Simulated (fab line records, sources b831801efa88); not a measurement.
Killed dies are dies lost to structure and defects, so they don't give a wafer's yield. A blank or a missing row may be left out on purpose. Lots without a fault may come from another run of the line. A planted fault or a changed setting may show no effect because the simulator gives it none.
Which tool did it? | flow sky130 | 13 lots, 39 wafers sampled, at 5 steps of a route of 708

WHAT THE GAUGES READ, wafer by wafer
SKY_SONOS_TUNNEL_OVL_MEAS_08.
lot  | measured     | on         | SONOS_TUNNEL_OVL (nm)
L274 | day 11 03:13 | overlay-01 | 0.6 0.7 0.7
L275 | day 11 10:17 | overlay-02 | -0.5 1.0 -1.3
L276 | day 11 20:04 | overlay-02 | -0.6 -0.2 -1.0
L278 | day 13 04:19 | overlay-01 | 3.8 0.8 3.9
L279 | day 13 07:41 | overlay-01 | 0.7 1.2 -0.5
L283 | day 14 09:44 | overlay-02 | -1.9 -0.1 -2.2
L287 | day 15 13:13 | overlay-01 | 0.6 -0.5 0.0
L289 | day 16 04:50 | overlay-01 | 2.5 2.3 2.1
L290 | day 16 08:11 | overlay-02 | -1.6 -0.6 -1.7
L292 | day 17 01:28 | overlay-01 | -0.9 -0.2 -0.4
L295 | day 18 19:55 | overlay-02 | -0.3 1.0 0.9
L296 | day 18 22:25 | overlay-02 | -0.5 -1.9 -1.1
L297 | day 18 22:49 | overlay-01 | 2.0 1.7 -0.4

SKY_SONOS_ONO_CD_MEAS_13: target cd 410 nm.
lot  | measured     | on        | cd_nm (nm)
L274 | day 12 08:11 | cd_sem-02 | 404.8 407.6 405.9
L275 | day 12 16:53 | cd_sem-02 | 408.5 409.7 409.5
L276 | day 13 03:49 | cd_sem-01 | 411.5 410.6 409.6
L278 | day 14 11:28 | cd_sem-02 | 411.5 413.0 413.6
L279 | day 14 17:55 | cd_sem-01 | 409.1 408.6 405.6
L283 | day 15 19:49 | cd_sem-01 | 412.0 413.1 412.5
L287 | day 16 23:07 | cd_sem-01 | 413.8 413.3 412.5
L289 | day 17 15:50 | cd_sem-01 | 413.7 415.4 416.3
L290 | day 17 18:00 | cd_sem-01 | 410.1 407.5 408.8
L292 | day 18 13:34 | cd_sem-02 | 410.1 409.3 409.0
L295 | day 20 10:34 | cd_sem-01 | 411.2 410.7 412.9
L296 | day 20 14:52 | cd_sem-01 | 414.3 415.6 413.9
L297 | day 20 15:22 | cd_sem-01 | 413.5 413.5 414.9

SKY_LDD_P_TW_MEAS_11.
lot  | measured     | on            | LDD_P_TW
L274 | day 18 12:44 | film_metro-03 | 630 629 632
L275 | day 18 23:59 | film_metro-02 | 632 634 635
L276 | day 19 12:29 | film_metro-02 | 633 636 632
L278 | day 21 04:05 | film_metro-02 | 635 632 633
L279 | day 21 12:10 | film_metro-03 | 640 641 634
L283 | day 22 13:59 | film_metro-01 | 649 649 654
L287 | day 23 18:27 | film_metro-03 | 638 639 637
L289 | day 24 12:11 | film_metro-03 | 636 635 639
L290 | day 24 14:43 | film_metro-01 | 805 801 807 805 805 803
L292 | day 25 07:47 | film_metro-03 | 791 794 790 793 792 795
L295 | day 27 01:45 | film_metro-02 | 632 628 635
L296 | day 27 07:50 | film_metro-02 | 635 633 634
L297 | day 27 08:16 | film_metro-01 | 648 648 649

SKY_LDD_HVN_TW_MEAS_10.
lot  | measured     | on            | LDD_HVN_TW
L274 | day 19 18:50 | film_metro-01 | 1468 1457 1454
L275 | day 20 06:44 | film_metro-04 | 1441 1434 1428
L276 | day 20 19:26 | film_metro-04 | 1425 1439 1435
L278 | day 22 10:32 | film_metro-01 | 1466 1473 1476
L279 | day 22 18:23 | film_metro-01 | 1479 1463 1470
L283 | day 23 20:23 | film_metro-01 | 1470 1471 1476
L287 | day 24 23:49 | film_metro-04 | 1416 1422 1423
L289 | day 25 17:44 | film_metro-04 | 1430 1433 1432
L290 | day 25 20:02 | film_metro-01 | 1470 1463 1457
L292 | day 26 12:20 | film_metro-01 | 1463 1465 1453
L295 | day 28 06:07 | film_metro-01 | 1463 1460 1467
L296 | day 28 12:02 | film_metro-02 | 1421 1428 1429
L297 | day 28 12:47 | film_metro-04 | 1438 1434 1438

WHICH TOOL RAN EACH LOT (tool, then ch and the chambers of the sampled wafers, then the start)
lot  | SKY_LDD_P_IMPLANT_09
L274 | implanter-04 ch 0, day 18 12:30
L275 | implanter-04 ch 0, day 18 23:45
L276 | implanter-02 ch 0, day 19 12:14
L278 | implanter-02 ch 0, day 21 03:50
L279 | implanter-02 ch 0, day 21 11:55
L283 | implanter-04 ch 0, day 22 13:44
L287 | implanter-04 ch 0, day 23 18:12
L289 | implanter-01 ch 0, day 24 11:56
L290 | implanter-01 ch 0, day 24 13:53
L292 | implanter-01 ch 0, day 25 07:15
L295 | implanter-04 ch 0, day 27 01:30
L296 | implanter-01 ch 0, day 27 07:36
L297 | implanter-02 ch 0, day 27 08:01
- SKY_LDD_P_IMPLANT_09

WHAT THE TOOLS THEMSELVES READ (means of the sampled wafers that have a number; where no wafer has one, the mark that the record gives instead)
SKY_LDD_P_IMPLANT_09.
lot  | tool         | faraday_current_uA
L274 | implanter-04 | 54.8
L275 | implanter-04 | 56.7
L276 | implanter-02 | 56.6
L278 | implanter-02 | 56.1
L279 | implanter-02 | 56.8
L283 | implanter-04 | 56.5
L287 | implanter-04 | 57.7
L289 | implanter-01 | 57.4
L290 | implanter-01 | 55.6
L292 | implanter-01 | 55.3
L295 | implanter-04 | 57.1
L296 | implanter-01 | 56.7
L297 | implanter-02 | 57.9

THE ANSWER, worked out from the rows above alone
Rule: what is usual is taken from the lots themselves. Put in order of their means at a reading, lots are off if they are a third of the lots or fewer, leave a main group of 4 or more, and stand apart from it by a gap of 3 or more times the standard deviation of the main group's means; of several such gaps the widest counts. A main group whose means are all the same, to the digits that the tables above print for the reading, isn't used. A lot without any number at a reading at which 4 lots or more have one is off too. The other lots that the step has rows for count as sound. The gauges are gone through in route order, then the tools' own readings, and for those a lot's mean is taken as printed above. The first step at which some lot is off is used, and at that step the reading that is off furthest; a lot without a number counts as furthest.
Off: L290, L292, at SKY_LDD_P_TW_MEAS_11 (LDD_P_TW). The main group: mean 637, standard deviation 6.3.
A tool fits if, at a process step before that reading, it ran every lot that is off, and no sound lot after the first of them. The gauges at SKY_LDD_P_TW_MEAS_11 are tried like those tools. None of those tried fits.

WHAT THE SIMULATOR HAD PUT IN
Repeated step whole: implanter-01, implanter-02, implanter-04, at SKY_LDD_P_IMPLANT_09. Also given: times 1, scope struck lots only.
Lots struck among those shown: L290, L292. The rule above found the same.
